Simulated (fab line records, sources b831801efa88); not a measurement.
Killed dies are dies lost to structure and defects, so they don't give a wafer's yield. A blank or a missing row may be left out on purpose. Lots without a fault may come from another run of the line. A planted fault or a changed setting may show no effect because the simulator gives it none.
Which tool did it? | flow sky130 | 12 lots, 36 wafers sampled, at 4 steps of a route of 708

WHAT THE GAUGES READ, wafer by wafer
SKY_PAD_OPEN_BOW_MEAS_13. Usual: PAD_OPEN_BOW 48 um, standard deviation 8.1.
lot  | measured     | on            | PAD_OPEN_BOW (um) | flag
L983 | day 45 07:59 | film_metro-04 | 46 39 49          |
L984 | day 45 20:01 | film_metro-04 | 60 52 59          |
L985 | day 46 03:24 | film_metro-03 | 53 35 40          |
L986 | day 46 06:32 | film_metro-04 | 42 43 52          |
L988 | day 46 18:19 | film_metro-04 | 41 47 46          |
L989 | day 47 03:05 | film_metro-01 | 36 56 40          |
L990 | day 47 10:17 | film_metro-04 | 45 45 47          |
L992 | day 47 17:53 | film_metro-03 | 35 34 53          |
L994 | day 48 10:22 | film_metro-04 | 52 60 48          |
L997 | day 49 01:22 | film_metro-01 | 46 40 50          |
L100 | day 49 16:24 | film_metro-03 | 59 51 61          |
L102 | day 49 20:59 | film_metro-01 | 43 34 38          |

WHICH TOOL RAN EACH LOT (tool, then ch and the chambers of the sampled wafers, then the start)
lot  | SKY_CAPM_METAL_ETCH_13            | SKY_PASSIVATION_CVD_02          | SKY_PASSIVATION_ETCH_11
L983 | rie_metal-02 ch 0,1, day 37 00:06 | pecvd-04 ch 1,2, day 43 09:02   | rie_diel-02 ch 0,1,3, day 44 07:44
L984 | rie_metal-02 ch 0,1, day 37 11:22 | pecvd-03 ch 0,1,2, day 43 21:20 | rie_diel-04 ch 0,2,3, day 44 20:41
L985 | rie_metal-02 ch 0, day 37 22:29   | pecvd-04 ch 0,1,2, day 44 07:20 | rie_diel-04 ch 0,3, day 45 05:05
L986 | rie_metal-03 ch 0,1, day 38 04:49 | pecvd-04 ch 0,1,2, day 44 09:40 | rie_diel-04 ch 0,1,2, day 45 07:59
L988 | rie_metal-02 ch 0, day 38 16:56   | pecvd-03 ch 0,1,2, day 44 22:25 | rie_diel-02 ch 2,3, day 45 19:26
L989 | rie_metal-02 ch 0, day 39 01:17   | pecvd-03 ch 0,1, day 45 07:14   | rie_diel-01 ch 1,2,3, day 46 03:59
L990 | rie_metal-02 ch 0,1, day 39 12:58 | pecvd-02 ch 0,1,2, day 45 16:41 | rie_diel-02 ch 0,1,3, day 46 12:17
L992 | rie_metal-02 ch 1, day 39 19:12   | pecvd-04 ch 0,1, day 45 23:50   | rie_diel-02 ch 0,1,3, day 46 20:23
L994 | rie_metal-01 ch 0,1, day 40 17:31 | pecvd-03 ch 0,1, day 46 17:53   | rie_diel-01 ch 0,2,3, day 47 13:08
L997 | rie_metal-02 ch 0, day 41 14:12   | pecvd-02 ch 1,2, day 47 09:40   | rie_diel-02 ch 1,2,3, day 48 04:35
L100 | rie_metal-02 ch 0,1, day 42 09:54 | pecvd-02 ch 0,1,2, day 48 01:53 | rie_diel-01 ch 1,2,3, day 48 20:11
L102 | rie_metal-03 ch 0,1, day 42 17:48 | pecvd-03 ch 0,1,2, day 48 07:20 | rie_diel-01 ch 0,1,2, day 49 01:11
- SKY_CAPM_METAL_ETCH_13: etches TiN in Cl2/BCl3, stops on SiO2, target depth 220 nm, time 62.9 s.
- SKY_PASSIVATION_CVD_02: deposits Si3N4, target thk 540 nm.
- SKY_PASSIVATION_ETCH_11: etches the open film in CF4/O2, stops on AlCu, target depth 725 nm, time 161.1 s.

WHAT THE TOOLS THEMSELVES READ (means of the sampled wafers that have a number; where no wafer has one, the mark that the record gives instead)
SKY_CAPM_METAL_ETCH_13. Usual: drypump_motor_current_A 5.5 A, standard deviation 0.59; oes_product_au 0.941 a.u., standard deviation 0.0069; throttle_valve_pct 21.901 %, standard deviation 0.01.
lot  | tool         | drypump_motor_current_A (A) | oes_product_au (a.u.) | throttle_valve_pct (%) | flag
L983 | rie_metal-02 | 5.1                         | 0.940                 | 21.900                 |
L984 | rie_metal-02 | 4.9                         | 0.943                 | 21.899                 |
L985 | rie_metal-02 | 5.2                         | 0.951                 | 21.899                 |
L986 | rie_metal-03 | 6.3                         | 0.940                 | 21.900                 |
L988 | rie_metal-02 | 5.2                         | 0.938                 | 21.897                 |
L989 | rie_metal-02 | 5.2                         | 0.940                 | 21.905                 |
L990 | rie_metal-02 | 5.1                         | 0.938                 | 21.900                 |
L992 | rie_metal-02 | 4.8                         | 0.937                 | 21.900                 |
L994 | rie_metal-01 | 6.0                         | 0.943                 | 21.898                 |
L997 | rie_metal-02 | 5.2                         | 0.945                 | 21.901                 |
L100 | rie_metal-02 | 4.9                         | 0.939                 | 21.900                 |
L102 | rie_metal-03 | 5.8                         | 0.935                 | 21.908                 |

SKY_PASSIVATION_CVD_02. Usual: heater_power_w 699 W, standard deviation 84.
lot  | tool     | heater_power_w (W) | flag
L983 | pecvd-04 | 716                |
L984 | pecvd-03 | 670                |
L985 | pecvd-04 | 740                |
L986 | pecvd-04 | 737                |
L988 | pecvd-03 | 645                |
L989 | pecvd-03 | 616                |
L990 | pecvd-02 | 807                |
L992 | pecvd-04 | 753                |
L994 | pecvd-03 | 640                |
L997 | pecvd-02 | 728                |
L100 | pecvd-02 | 763                |
L102 | pecvd-03 | 592                |

SKY_PASSIVATION_ETCH_11. Usual: cf4_flow_sccm 79.98 sccm, standard deviation 0.25; drypump_motor_current_A 5.7 A, standard deviation 0.47; oes_product_au 0.977 a.u., standard deviation 0.0068; throttle_valve_pct 5.965 %, standard deviation 0.0085.
lot  | tool        | cf4_flow_sccm (sccm) | drypump_motor_current_A (A) | oes_product_au (a.u.) | throttle_valve_pct (%) | flag
L983 | rie_diel-02 | 80.21                | 5.6                         | 0.980                 | 5.974                  |
L984 | rie_diel-04 | 80.09                | 5.5                         | 0.979                 | 5.960                  |
L985 | rie_diel-04 | 79.85                | 5.7                         | 0.981                 | 5.976                  |
L986 | rie_diel-04 | 79.69                | 5.7                         | 0.972                 | 5.959                  |
L988 | rie_diel-02 | 80.11                | 5.8                         | 0.979                 | 5.967                  |
L989 | rie_diel-01 | 80.34                | 5.7                         | 0.974                 | 5.963                  |
L990 | rie_diel-02 | 79.96                | 5.6                         | 0.977                 | 5.967                  |
L992 | rie_diel-02 | 79.96                | 5.5                         | 0.979                 | 5.964                  |
L994 | rie_diel-01 | 79.93                | 6.0                         | 0.973                 | 5.960                  |
L997 | rie_diel-02 | 79.84                | 5.9                         | 0.974                 | 5.966                  |
L100 | rie_diel-01 | 79.91                | 5.7                         | 0.966                 | 5.957                  |
L102 | rie_diel-01 | 80.04                | 5.9                         | 0.978                 | 5.972                  |

THE ANSWER, worked out from the rows above alone
Rule: a lot is off if the mean of its wafers that have a number lies more than 3 standard deviations from the usual mean. A lot without any number at a reading at which 4 lots or more have one is off too. The other lots that the step has rows for count as sound. The gauges are gone through in route order, then the tools' own readings, and for those a lot's mean is taken as printed above. The first step at which some lot is off is used, and at that step the reading that is off furthest; a lot without a number counts as furthest.
No lot is off at any reading shown: from this, nothing can be told.

WHAT THE SIMULATOR HAD PUT IN
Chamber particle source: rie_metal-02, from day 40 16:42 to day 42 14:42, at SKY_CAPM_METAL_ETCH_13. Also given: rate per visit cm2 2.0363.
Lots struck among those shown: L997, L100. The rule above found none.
